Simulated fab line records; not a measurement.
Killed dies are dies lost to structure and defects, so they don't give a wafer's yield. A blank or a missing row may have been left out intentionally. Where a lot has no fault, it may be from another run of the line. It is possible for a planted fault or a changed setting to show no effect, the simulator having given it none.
fab line records	flow gf180mcu
record: lots: 14	wafers: 42	last-day: 34
route steps=602 shown MVPSD@88 VT_IMPLANT@110 POLY_GATE@169
lots untouched by any fault: they come from a run of this same line in which no faults occurred
start-h: start of the lot's first displayed wafer, in hours after the record's first day	wait-h: how many hours have passed since the lot's step before this one	" identical to the entry in the row above	L1.1+2: several wafers, shown together as one row	- value missing, or start not given	* or withheld: withheld	< > ~ a bound
route shown NAME@n: NAME is a module with steps in the file, n the number in the route of the first one	usual: mean/standard deviation of fault-free wafers	same: alike in all rows	chamber/n: place in a boat	sites: readings site by site	_std_site: the standard deviation of these	_edge_site: the outer-site mean with the inner-site mean subtracted	radius-mm: for every site, how far away it sits from the centre of the wafer	mask NAME#n: copy n	behind: tool/chamber where the wafer was last shaped	hold: why the lot was held/for how many hours/how that ended	device: whichever transistor did not switch (one of n, p or np)	end of line: tests of these same wafers at the route's end	for a step that has no rows: nothing shown but its recipe	killed: count of dies lost to structure and defects at first sort (not the wafer's yield)	map: a wafer's dies, marking killed ones x, the rest . and places with no die _
set.NAME: the setting the step ran with; set.NAME@STEP: the setting that earlier step ran with	model.NAME: the simulator's own value behind a step, which no gauge read
steps of the route over a sample of lots; a table a step, a row a wafer
services: the hour from which a tool's chamber was out of use, counted from the record's first day as start-h (under 0 if before that day), plus the number of hours and why
== steps ==
step: GF_MVPSD_STRIP_10
recipe: chemistry: O2/N2	power-w: 1400	pressure-mtorr: 1500	platen-temp-c: 250	o2-flow-sccm: 3000	n2-flow-sccm: 300	overash-fraction: 0.5
usual: chamber-pressure-mTorr: 1500.0/1.3	drypump-motor-current-A: 5.86/0.28	heater-power-w: 319/27	oes-product-au: 0.722/0.0043	strip-time-to-endpoint-s: 36.94/0.1
lot.wafer	tool	chamber	start-h	wait-h	chamber-pressure-mTorr	drypump-motor-current-A	heater-power-w	oes-product-au	rf-hours-counter-h	strip-time-to-endpoint-s
L609.1	plasma-asher-04	0	105.12	0.1	1500.2	6.25	322	0.725	47	36.81
L609.2	"	1	"	"	1500.4	5.36	336	0.717	47	36.87
L609.4	"	0	"	"	1498.2	6.25	331	0.711	-	36.75
L610.2	plasma-asher-03	1	107.60	0.1	1501.8	5.78	328	0.733	46	36.83
L610.3	"	0	"	"	1499.5	6.07	265	0.724	-	36.93
L610.5	"	0	"	"	1498.8	6.09	268	0.718	-	36.96
L612.1	plasma-asher-03	0	122.27	0.1	1500.9	6.09	261	0.725	47	37.15
L612.2	"	1	"	"	1496.8	5.75	336	0.720	47	37.20
L612.6	"	0	"	"	1502.3	6.06	272	0.723	-	37.20
L613.2	plasma-asher-01	0	124.57	0.1	1499.4	5.81	336	0.725	53	36.78
L613.5	"	0	"	"	1500.3	5.78	342	0.724	-	36.76
L613.6	"	1	"	"	1499.1	5.89	325	0.731	-	36.91
L614.2	plasma-asher-01	1	132.62	0.1	1499.5	5.86	323	0.721	54	37.01
L614.4	"	0	"	"	1499.8	5.84	332	0.727	-	37.03
L614.6	"	0	"	"	1500.3	5.84	336	0.718	-	36.92
L615.2	plasma-asher-01	1	137.90	0.1	1499.1	5.84	335	0.724	55	36.94
L615.4	"	1	"	"	1499.8	5.86	322	0.731	-	36.90
L615.5	"	0	"	"	1499.3	5.83	341	0.723	-	36.80
L624.1	plasma-asher-04	0	189.75	0.1	1499.2	6.29	317	0.718	7	36.91
L624.2	"	1	"	"	1499.0	5.37	342	0.718	7	36.97
L624.4	"	0	"	"	1502.6	6.29	315	0.724	-	36.91
L625.1	plasma-asher-04	1	196.30	0.1	1498.5	5.39	345	0.720	8	36.74
L625.2	"	0	"	"	1499.7	6.27	313	0.717	8	36.82
L625.4	"	0	"	"	1502.6	6.25	322	0.721	-	36.84
L626.2	plasma-asher-03	0	204.71	0.1	1502.0	6.08	267	0.726	56	36.93
L626.4	"	0	"	"	1499.1	6.09	270	0.716	-	36.98
L626.5	"	0	"	"	1498.6	6.09	265	0.720	-	36.89
L627.1	plasma-asher-03	1	211.20	0.1	1500.9	5.72	336	0.727	56	36.96
L627.4	"	1	"	"	1500.6	5.73	332	0.726	-	36.93
L627.5	"	1	"	"	1499.1	5.74	326	0.723	-	36.90
L628.1	plasma-asher-03	1	219.15	0.1	1499.3	5.78	332	0.719	57	37.04
L628.2	"	0	"	"	1502.1	6.10	267	0.719	57	37.13
L628.4	"	1	"	"	1501.0	5.79	331	0.723	-	37.08
L629.3	plasma-asher-04	0	229.95	0.1	1500.5	6.26	308	0.727	-	36.97
L629.4	"	1	"	"	1500.3	5.36	352	0.724	-	36.96
L629.5	"	0	"	"	1500.6	6.26	321	0.719	-	36.92
L630.2	plasma-asher-04	1	236.32	0.1	1498.6	5.38	346	0.728	12	37.05
L630.4	"	0	"	"	1500.8	6.25	314	0.719	-	37.02
L630.6	"	1	"	"	1499.0	5.41	349	0.722	-	37.04
L631.1	plasma-asher-01	1	242.62	0.1	1500.0	5.84	333	0.721	65	36.93
L631.3	"	1	"	"	1501.9	5.84	325	0.728	-	37.03
L631.4	"	0	"	"	1499.2	5.81	342	0.724	-	36.95
step: GF_VT_IMPLANT_STRIP_20
recipe: chemistry: O2/N2	power-w: 1400	pressure-mtorr: 1500	platen-temp-c: 250	o2-flow-sccm: 3000	n2-flow-sccm: 300	overash-fraction: 0.5
usual: chamber-pressure-mTorr: 1500/4.9	drypump-motor-current-A: 5.5/0.42	heater-power-w: 337/19	oes-product-au: 0.717/0.0046	strip-time-to-endpoint-s: 12.64/0.033
lot.wafer	tool	chamber	start-h	wait-h	chamber-pressure-mTorr	drypump-motor-current-A	heater-power-w	oes-product-au	rf-hours-counter-h	strip-time-to-endpoint-s
L609.1	plasma-asher-02	0	134.83	0.1	1500	5.3	321	0.713	25	12.66
L609.2	"	1	"	"	1499	5.0	356	0.726	25	12.65
L609.4	"	1	"	"	1501	5.0	378	0.714	-	12.65
L610.2	plasma-asher-01	0	136.70	0.1	1501	5.8	340	0.715	54	12.61
L610.3	"	1	"	"	1501	5.9	333	0.716	-	12.58
L610.5	"	0	"	"	1498	5.8	340	0.713	-	12.61
L612.1	plasma-asher-04	0	153.18	0.1	1501	6.3	312	0.713	3	12.59
L612.2	"	1	"	"	1498	5.4	345	0.726	3	12.63
L612.6	"	0	"	"	1501	6.3	312	0.720	-	12.64
L613.2	plasma-asher-02	1	154.60	0.1	1501	5.0	360	0.713	27	12.60
L613.5	"	1	"	"	1500	5.0	368	0.716	-	12.58
L613.6	"	0	"	"	1500	5.3	324	0.716	-	12.55
L614.2	plasma-asher-02	0	163.67	0.1	1500	5.3	328	0.715	28	12.63
L614.4	"	0	"	"	1501	5.3	326	0.717	-	12.60
L614.6	"	0	"	"	1500	5.3	310	0.727	-	12.63
L615.2	plasma-asher-04	1	169.76	0.1	1502	5.4	346	0.720	5	12.62
L615.4	"	0	"	"	1499	6.2	323	0.724	-	12.60
L615.5	"	0	"	"	1500	6.3	309	0.723	-	12.59
L624.1	plasma-asher-02	0	225.18	0.1	1503	5.3	325	0.717	35	12.65
L624.2	"	1	"	"	1502	5.0	361	0.722	35	12.62
L624.4	"	1	"	"	1498	5.0	359	0.710	-	12.63
L625.1	plasma-asher-01	1	233.26	0.1	1499	5.9	329	0.718	64	12.65
L625.2	"	0	"	"	1501	5.8	337	0.717	64	12.60
L625.4	"	0	"	"	1499	5.8	336	0.715	-	12.59
L626.2	plasma-asher-04	0	240.86	0.1	1497	6.2	309	0.726	13	12.65
L626.4	"	1	"	"	1501	5.4	337	0.723	-	12.69
L626.5	"	1	"	"	1499	5.4	350	0.716	-	12.68
L627.1	plasma-asher-01	0	247.08	0.1	1500	5.8	339	0.717	65	12.64
L627.4	"	1	"	"	1499	5.9	336	0.719	-	12.63
L627.5	"	0	"	"	1500	5.8	343	0.718	-	12.58
L628.1	plasma-asher-02	1	256.01	0.1	1499	5.0	373	0.714	38	12.66
L628.2	"	0	"	"	1502	5.3	316	0.725	38	12.62
L628.4	"	1	"	"	1503	5.0	365	0.723	-	12.63
L629.3	plasma-asher-01	1	266.70	0.1	1498	5.9	332	0.706	-	12.66
L629.4	"	0	"	"	1500	5.9	341	0.714	-	12.65
L629.5	"	1	"	"	1499	5.8	332	0.715	-	12.65
L630.2	plasma-asher-04	0	273.70	0.1	1502	6.2	316	0.720	16	12.66
L630.4	"	0	"	"	1499	6.3	307	0.705	-	12.62
L630.6	"	0	"	"	1500	6.2	319	0.722	-	12.64
L631.1	plasma-asher-01	0	280.01	0.1	1501	5.8	330	0.717	68	12.69
L631.3	"	0	"	"	1501	5.8	335	0.722	-	12.66
L631.4	"	1	"	"	1501	5.8	330	0.713	-	12.65
step: GF_VT_IMPLANT_OVL_MEAS_29
usual: VT_IMPLANT_02_OVL: 0.5/1.5
lot.wafer	tool	chamber	start-h	wait-h	VT_IMPLANT_02_OVL[nm]
L609.1	overlay-01	-	149.55	0.1	2.0
L609.2	"	-	"	"	0.7
L609.4	"	-	"	"	2.4
L610.2	overlay-01	-	152.70	0.1	-2.6
L610.3	"	-	"	"	-1.4
L610.5	"	-	"	"	-2.1
L612.1	overlay-01	-	168.50	0.1	3.8
L612.2	"	-	"	"	1.2
L612.6	"	-	"	"	1.2
L613.2	overlay-02	-	170.48	0.1	0.9
L613.5	"	-	"	"	0.1
L613.6	"	-	"	"	0.3
L614.2	overlay-01	-	180.27	0.1	0.2
L614.4	"	-	"	"	1.1
L614.6	"	-	"	"	0.4
L615.2	overlay-02	-	186.52	0.1	-0.8
L615.4	"	-	"	"	0.7
L615.5	"	-	"	"	0.1
L624.1	overlay-02	-	243.44	0.1	2.6
L624.2	"	-	"	"	1.9
L624.4	"	-	"	"	3.0
L625.1	overlay-02	-	251.83	0.1	0.4
L625.2	"	-	"	"	-1.6
L625.4	"	-	"	"	0.5
L626.2	overlay-02	-	259.30	0.1	0.8
L626.4	"	-	"	"	-2.1
L626.5	"	-	"	"	-0.1
L627.1	overlay-01	-	265.94	0.1	0.2
L627.4	"	-	"	"	0.9
L627.5	"	-	"	"	1.4
L628.1	overlay-01	-	275.03	0.1	-0.8
L628.2	"	-	"	"	2.6
L628.4	"	-	"	"	-0.4
L629.3	overlay-01	-	285.82	0.1	2.8
L629.4	"	-	"	"	2.5
L629.5	"	-	"	"	-0.2
L630.2	overlay-01	-	293.93	0.1	-0.6
L630.4	"	-	"	"	-0.5
L630.6	"	-	"	"	-0.2
L631.1	overlay-01	-	300.09	0.1	-0.1
L631.3	"	-	"	"	0.0
L631.4	"	-	"	"	1.3
step: GF_POLY_GATE_ETCH_12
recipe: chemistry: N2/H2	target-depth-a: withheld	overetch-a: withheld	time-s: withheld	target: BARC	ion-energy-ev: 200	source-w: 500	bias-w: 100	pressure-mtorr: 30	n2-flow-sccm: 100	h2-flow-sccm: 200
usual: bias-w: 99.98/0.29	chamber-pressure-mTorr: 30.00/0.035	drypump-motor-current-A: 5.9/0.45	oes-product-au: 0.735/0.0043	rf-fwd-power-W: 495.7/1.7	throttle-valve-pct: 13.214/0.0088
lot.wafer	tool	chamber	start-h	wait-h	bias-w	chamber-pressure-mTorr	drypump-motor-current-A	oes-product-au	rf-fwd-power-W	throttle-valve-pct
L609.1	rie-diel-04	1	207.78	0.0	100.35	29.99	5.7	0.738	497.0	13.216
L609.2	"	3	"	"	99.83	29.95	5.6	0.740	498.5	13.218
L609.4	"	3	"	"	99.90	29.99	5.6	0.738	497.6	13.207
L610.2	rie-diel-02	3	209.13	0.0	99.98	29.97	6.4	0.734	497.4	13.223
L610.3	"	1	"	"	100.02	29.99	5.3	0.738	498.4	13.208
L610.5	"	0	"	"	100.10	30.01	6.3	0.736	494.6	13.217
L612.1	rie-diel-03	1	227.14	0.0	99.48	30.01	6.2	0.734	495.8	13.216
L612.2	"	0	"	"	99.65	30.00	5.7	0.731	496.3	13.201
L612.6	"	1	"	"	100.18	29.97	6.2	0.740	492.9	13.217
L613.2	rie-diel-03	2	230.43	0.0	100.15	30.00	5.8	0.739	495.0	13.212
L613.5	"	0	"	"	99.74	30.01	5.8	0.740	492.7	13.213
L613.6	"	2	"	"	99.76	29.97	5.8	0.729	494.5	13.206
L614.2	rie-diel-02	2	238.25	0.0	-	-	-	-	-	-
L614.4	"	1	"	"	-	-	-	-	-	-
L614.6	"	0	"	"	-	-	-	-	-	-
L615.2	rie-diel-04	1	246.68	0.0	-	-	-	-	-	-
L615.4	"	2	"	"	-	-	-	-	-	-
L615.5	"	3	"	"	-	-	-	-	-	-
L624.1	rie-diel-02	2	306.88	0.0	100.08	30.02	6.3	0.725	496.7	13.204
L624.2	"	3	"	"	99.82	30.02	6.4	0.732	496.5	13.219
L624.4	"	1	"	"	99.51	30.02	5.4	0.729	498.5	13.218
L625.1	rie-diel-04	1	318.18	0.0	100.19	30.00	5.7	0.726	496.1	13.217
L625.2	"	0	"	"	100.10	30.00	6.3	0.726	496.0	13.215
L625.4	"	3	"	"	99.58	30.04	5.6	0.741	496.1	13.230
L626.2	rie-diel-04	0	325.93	0.0	99.87	29.97	6.3	0.735	494.8	13.205
L626.4	"	1	"	"	99.69	29.98	5.7	0.727	496.2	13.218
L626.5	"	1	"	"	99.88	29.99	5.7	0.739	498.1	13.209
L627.1	rie-diel-03	0	332.58	0.0	99.98	30.02	5.7	0.732	493.7	13.226
L627.4	"	1	"	"	100.14	29.99	6.2	0.731	496.0	13.198
L627.5	"	2	"	"	99.73	30.04	5.8	0.731	495.3	13.215
L628.1	rie-diel-02	0	345.88	0.0	100.31	29.98	6.3	0.733	493.3	13.224
L628.2	"	1	"	"	100.34	30.01	5.4	0.734	497.7	13.206
L628.4	"	2	"	"	99.79	29.96	6.3	0.736	495.7	13.217
L629.3	rie-diel-03	2	354.30	0.0	99.45	30.00	5.8	0.736	492.8	13.210
L629.4	"	3	"	"	99.73	30.00	4.6	0.739	494.2	13.209
L629.5	"	2	"	"	99.92	30.00	5.8	0.736	492.4	13.217
L630.2	rie-diel-04	2	363.70	0.0	100.06	30.03	5.7	0.735	496.9	13.207
L630.4	"	0	"	"	99.92	30.00	6.3	0.739	496.2	13.225
L630.6	"	1	"	"	99.44	29.99	5.7	0.741	498.9	13.216
L631.1	rie-diel-02	3	371.15	0.0	99.67	29.97	6.4	0.738	495.6	13.213
L631.3	"	2	"	"	99.95	29.99	6.3	0.739	497.2	13.222
L631.4	"	1	"	"	99.85	30.03	5.3	0.739	496.3	13.219
step: GF_POLY_GATE_ETCH_13
recipe: target: poly-Si	target-depth-nm: 198.5	stop-on: SiO2	over-etch-frac: 0.403	chemistry: HBr/Cl2	icp-w: 400	bias-w: 100	pressure-mtorr: 10	HBr_flow_sccm: 150	Cl2_flow_sccm: 50	time-s: 69.6
usual: HBr_flow_sccm: 150.0/0.48	bias-w: 100.0/0.3	chamber-pressure-mTorr: 9.999/0.012	drypump-motor-current-A: 5.7/0.55	oes-product-au: 0.992/0.0078	rf-fwd-power-W: 396.5/1.3	throttle-valve-pct: 33.684/0.0093
lot.wafer	tool	chamber	start-h	wait-h	HBr_flow_sccm	bias-w	chamber-pressure-mTorr	drypump-motor-current-A	oes-product-au	rf-fwd-power-W	rf-hours-counter-h	throttle-valve-pct
L609.1	rie-si-02	1	207.84	-	150.0	100.2	10.005	6.8	0.978	397.3	73	33.673
L609.2	"	0	"	"	149.6	99.9	10.001	5.6	0.982	396.7	5	33.681
L609.4	"	2	"	"	149.7	99.8	9.997	5.0	0.991	395.9	-	33.683
L610.2	rie-si-01	2	209.19	-	149.8	100.0	9.993	5.1	0.997	398.0	1	33.683
L610.3	"	1	"	"	151.0	100.4	9.985	5.7	0.981	397.0	91	33.690
L610.5	"	1	"	"	150.5	100.1	9.993	5.7	0.997	396.4	-	33.673
L612.1	rie-si-01	3	227.21	-	150.2	100.5	10.004	5.7	1.005	393.8	31	33.683
L612.2	"	2	"	"	149.9	99.5	9.991	5.2	0.996	397.2	1	33.689
L612.6	"	3	"	"	150.3	99.6	9.995	5.8	0.990	396.1	-	33.695
L613.2	rie-si-02	1	230.48	-	150.6	99.8	10.002	6.8	0.977	395.7	74	33.674
L613.5	"	1	"	"	149.5	99.6	9.986	6.8	0.986	396.9	-	33.685
L613.6	"	0	"	"	149.9	99.9	10.002	5.6	0.982	396.7	-	33.675
L614.2	rie-si-01	2	238.30	-	150.5	100.1	10.002	5.1	0.265	396.5	1	33.690
L614.4	"	0	"	"	149.4	99.8	10.003	5.5	0.270	396.3	99	33.688
L614.6	"	2	"	"	150.1	100.1	9.995	5.2	0.268	397.6	-	33.676
L615.2	rie-si-01	0	246.73	-	149.1	100.4	9.997	5.5	0.274	395.1	99	33.676
L615.4	"	3	"	"	151.1	100.3	10.002	5.7	0.273	398.9	31	33.676
L615.5	"	1	"	"	149.4	100.0	9.991	5.7	0.268	397.6	-	33.680
L624.1	rie-si-02	3	306.93	-	149.7	99.8	10.002	5.9	0.991	396.5	41	33.688
L624.2	"	0	"	"	149.9	100.4	10.007	5.6	0.988	396.1	6	33.685
L624.4	"	1	"	"	151.0	100.0	9.999	6.8	0.975	396.0	74	33.673
L625.1	rie-si-01	1	318.23	-	150.3	99.8	9.991	5.7	0.993	398.3	92	33.673
L625.2	"	3	"	"	150.3	100.3	9.996	5.7	1.001	395.6	32	33.686
L625.4	"	2	"	"	149.7	99.6	9.999	5.2	0.993	399.4	-	33.676
L626.2	rie-si-02	1	325.98	-	150.8	99.8	9.996	6.8	0.987	394.9	74	33.665
L626.4	"	3	"	"	150.0	99.7	9.998	5.9	0.987	396.9	41	33.681
L626.5	"	3	"	"	150.4	100.5	10.003	5.9	0.990	397.7	-	33.690
L627.1	rie-si-02	0	332.63	-	149.5	99.6	9.992	5.6	0.978	395.5	7	33.691
L627.4	"	1	"	"	149.0	100.2	9.985	6.8	0.984	395.7	75	33.690
L627.5	"	2	"	"	150.4	100.0	9.986	5.0	0.999	394.0	-	33.690
L628.1	rie-si-01	3	345.93	-	150.0	100.2	10.014	5.7	0.991	396.2	32	33.690
L628.2	"	2	"	"	150.3	100.1	9.997	5.2	1.003	397.8	2	33.668
L628.4	"	3	"	"	150.0	100.1	10.085	5.7	0.997	395.6	-	33.686
L629.3	rie-si-02	0	354.35	-	150.6	100.3	10.003	5.6	0.981	396.5	7	33.680
L629.4	"	3	"	"	149.7	99.8	9.996	5.9	0.991	394.9	42	33.677
L629.5	"	3	"	"	150.1	99.5	10.007	5.9	0.987	396.5	-	33.689
L630.2	rie-si-01	3	363.75	-	150.2	99.7	9.992	5.7	0.996	396.0	33	33.683
L630.4	"	0	"	"	150.9	100.4	9.991	5.5	1.008	396.9	-	33.696
L630.6	"	2	"	"	149.6	99.8	10.018	5.2	1.003	400.4	-	33.685
L631.1	rie-si-02	2	371.20	-	149.9	99.6	9.991	5.0	0.993	396.0	25	33.680
L631.3	"	3	"	"	149.9	99.6	9.998	5.9	0.984	394.0	42	33.689
L631.4	"	1	"	"	149.0	100.1	10.003	6.8	0.996	396.4	75	33.697
step: GF_POLY_GATE_STRIP_14
recipe: chemistry: O2/N2	power-w: 1400	pressure-mtorr: 1500	platen-temp-c: 250	o2-flow-sccm: 3000	n2-flow-sccm: 300	overash-fraction: 0.5
usual: chamber-pressure-mTorr: 1500.0/1.4	drypump-motor-current-A: 5.5/0.41	heater-power-w: 324/32	oes-product-au: 0.505/0.0045
lot.wafer	tool	chamber	start-h	wait-h	chamber-pressure-mTorr	drypump-motor-current-A	heater-power-w	oes-product-au	rf-hours-counter-h
L609.1	plasma-asher-03	1	207.89	0.0	1497.3	5.7	324	0.519	56
L609.2	"	0	"	"	1500.8	6.1	261	0.500	56
L609.4	"	0	"	"	1499.4	6.1	270	0.505	-
L610.2	plasma-asher-02	0	209.24	0.0	1499.7	5.3	324	0.502	33
L610.3	"	1	"	"	1500.6	5.0	374	0.510	-
L610.5	"	1	"	"	1500.8	5.0	368	0.511	-
L612.1	plasma-asher-03	1	227.27	0.0	1499.4	5.7	331	0.505	58
L612.2	"	0	"	"	1500.6	6.1	265	0.501	58
L612.6	"	1	"	"	1498.7	5.8	339	0.506	-
L613.2	plasma-asher-01	0	230.54	0.0	1498.7	5.8	337	0.505	63
L613.5	"	1	"	"	1501.4	5.9	320	0.511	-
L613.6	"	0	"	"	1501.8	5.8	342	0.503	-
L614.2	plasma-asher-02	1	238.36	0.0	1502.3	5.0	368	0.527	36
L614.4	"	1	"	"	1499.6	5.0	363	0.534	-
L614.6	"	0	"	"	1500.0	5.3	331	0.526	-
L615.2	plasma-asher-03	1	246.79	0.0	1498.0	5.8	327	0.525	60
L615.4	"	1	"	"	1499.9	5.8	332	0.530	-
L615.5	"	1	"	"	1499.3	5.7	333	0.515	-
L624.1	plasma-asher-02	1	306.99	0.0	1499.6	5.0	362	0.503	43
L624.2	"	0	"	"	1498.8	5.3	319	0.503	43
L624.4	"	1	"	"	1498.1	5.0	364	0.507	-
L625.1	plasma-asher-02	0	318.29	0.0	1498.3	5.3	319	0.506	44
L625.2	"	1	"	"	1499.1	5.0	367	0.509	44
L625.4	"	0	"	"	1501.2	5.3	321	0.505	-
L626.2	plasma-asher-03	1	326.04	0.0	1497.3	5.7	329	0.504	68
L626.4	"	0	"	"	1498.3	6.1	265	0.496	-
L626.5	"	1	"	"	1499.1	5.7	328	0.509	-
L627.1	plasma-asher-03	0	332.69	0.0	1497.7	6.1	265	0.507	69
L627.4	"	1	"	"	1500.4	5.7	322	0.495	-
L627.5	"	0	"	"	1498.0	6.1	261	0.509	-
L628.1	plasma-asher-01	1	345.99	0.0	1502.3	5.8	330	0.504	75
L628.2	"	0	"	"	1500.1	5.8	334	0.501	75
L628.4	"	1	"	"	1499.7	5.9	326	0.512	-
L629.3	plasma-asher-01	1	354.44	0.1	1500.6	5.8	325	0.508	-
L629.4	"	0	"	"	1500.1	5.8	344	0.501	-
L629.5	"	0	"	"	1501.8	5.8	344	0.503	-
L630.2	plasma-asher-01	1	363.80	0.0	1501.3	5.8	334	0.509	77
L630.4	"	0	"	"	1501.2	5.9	346	0.505	-
L630.6	"	1	"	"	1501.6	5.8	328	0.506	-
L631.1	plasma-asher-02	0	371.25	0.0	1502.7	5.3	324	0.505	50
L631.3	"	1	"	"	1498.5	5.0	361	0.505	-
L631.4	"	0	"	"	1499.6	5.3	319	0.504	-
step: GF_POLY_GATE_CD_MEAS_18
usual: cd-nm: 280.3/1.8
lot.wafer	tool	chamber	start-h	wait-h	cd-nm
L609.1	cd-sem-01	-	209.45	0.1	279.4
L609.2	"	-	"	"	279.2
L609.4	"	-	"	"	277.8
L610.2	cd-sem-01	-	210.73	0.1	280.4
L610.3	"	-	"	"	280.8
L610.5	"	-	"	"	281.5
L612.1	cd-sem-02	-	228.91	0.1	282.3
L612.2	"	-	"	"	279.6
L612.6	"	-	"	"	282.2
L613.2	cd-sem-01	-	233.08	0.1	283.0
L613.5	"	-	"	"	279.6
L613.6	"	-	"	"	282.0
L614.2	cd-sem-02	-	239.90	0.1	-
L614.4	"	-	"	"	-
L614.6	"	-	"	"	-
L615.2	cd-sem-01	-	248.85	0.1	-
L615.4	"	-	"	"	-
L615.5	"	-	"	"	-
L624.1	cd-sem-02	-	308.49	0.1	282.0
L624.2	"	-	"	"	277.9
L624.4	"	-	"	"	276.7
L625.1	cd-sem-01	-	320.83	0.1	282.9
L625.2	"	-	"	"	281.1
L625.4	"	-	"	"	281.2
L626.2	cd-sem-02	-	327.85	0.1	275.5
L626.4	"	-	"	"	277.2
L626.5	"	-	"	"	277.3
L627.1	cd-sem-02	-	334.15	0.1	281.3
L627.4	"	-	"	"	278.6
L627.5	"	-	"	"	279.6
L628.1	cd-sem-02	-	347.45	0.1	280.7
L628.2	"	-	"	"	278.3
L628.4	"	-	"	"	281.0
L629.3	cd-sem-01	-	355.92	0.1	280.4
L629.4	"	-	"	"	282.8
L629.5	"	-	"	"	283.2
L630.2	cd-sem-02	-	365.30	0.1	282.2
L630.4	"	-	"	"	280.6
L630.6	"	-	"	"	280.0
L631.1	cd-sem-02	-	373.78	0.1	280.5
L631.3	"	-	"	"	281.2
L631.4	"	-	"	"	278.0
== services ==
tool	chamber	start-h	hours	kind
rie-diel-04	2	97.43	6.7	repair
rie-diel-04	-	97.88	0.2	repair
plasma-asher-04	-	107.14	2.8	pm
rie-diel-04	1	108.56	7.2	repair
plasma-asher-03	-	109.71	1.4	repair
plasma-asher-04	-	109.89	9.0	pm
rie-si-01	-	110.04	2.8	pm
plasma-asher-04	-	110.76	9.8	repair
rie-si-02	1	111.83	2.2	repair
rie-si-01	-	143.88	15.6	pm
rie-diel-04	0	173.32	5.4	repair
rie-diel-02	-	186.11	15.6	pm
plasma-asher-02	-	189.38	0.4	repair
rie-si-02	3	205.56	34.6	repair
plasma-asher-01	-	218.55	10.0	pm
rie-diel-02	-	232.13	2.8	pm
rie-diel-04	2	271.65	10.0	repair
plasma-asher-03	-	281.28	2.8	repair
plasma-asher-04	-	288.92	1.1	repair
rie-diel-02	-	311.37	14.6	pm
rie-diel-02	-	332.95	0.3	repair
plasma-asher-01	-	334.46	6.2	repair
plasma-asher-02	-	338.81	0.4	repair
rie-diel-04	3	349.49	7.3	repair
== key ==
first-sign: step: GF_POLY_GATE_ETCH_12	reading: tool-record	direction: missing
effect: step: GF_POLY_GATE_ETCH_13	reading: oes-product-au	direction: down	sigmas: 93	usual: 0.992	struck: 0.270
effect: step: GF_POLY_GATE_STRIP_14	reading: oes-product-au	direction: up	sigmas: 4.7	usual: 0.505	struck: 0.526
effect: step: GF_POLY_GATE_CD_MEAS_18	reading: cd-nm	direction: missing
met-at GF_POLY_GATE_ETCH_12
struck-lots L614,L615
later-rows-left-out L614.2,L614.4,L614.6,L615.2,L615.4,L615.5
sort-left-out L614.2,L614.4,L614.6,L615.2,L615.4,L615.5
tester-left-out L614,L615
not-acting-at GF_MVPSD_STRIP_10,GF_VT_IMPLANT_STRIP_20,GF_VT_IMPLANT_OVL_MEAS_29
onset-between 209.13 238.25
fault: kind: skipped-step-whole	tool: rie-diel-02,rie-diel-04	chamber: -	onset-h: 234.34	steps: GF_POLY_GATE_ETCH_12	scope: struck-lots-only
tester-left-out: of these lots the tester's yield and bins aren't shown, on N5 and GAA mostly nor the transistor test; their killed dies are dies lost to structure and defects alone, not to doping, threshold or leakage, so they don't give the yield
sort-left-out: the simulated sort isn't trusted on such a fault, so these wafers' sort isn't shown, and their yield isn't known
later-rows-left-out: the simulator's readings of these wafers behind a module that went badly wrong aren't trusted and aren't shown, but for the sort
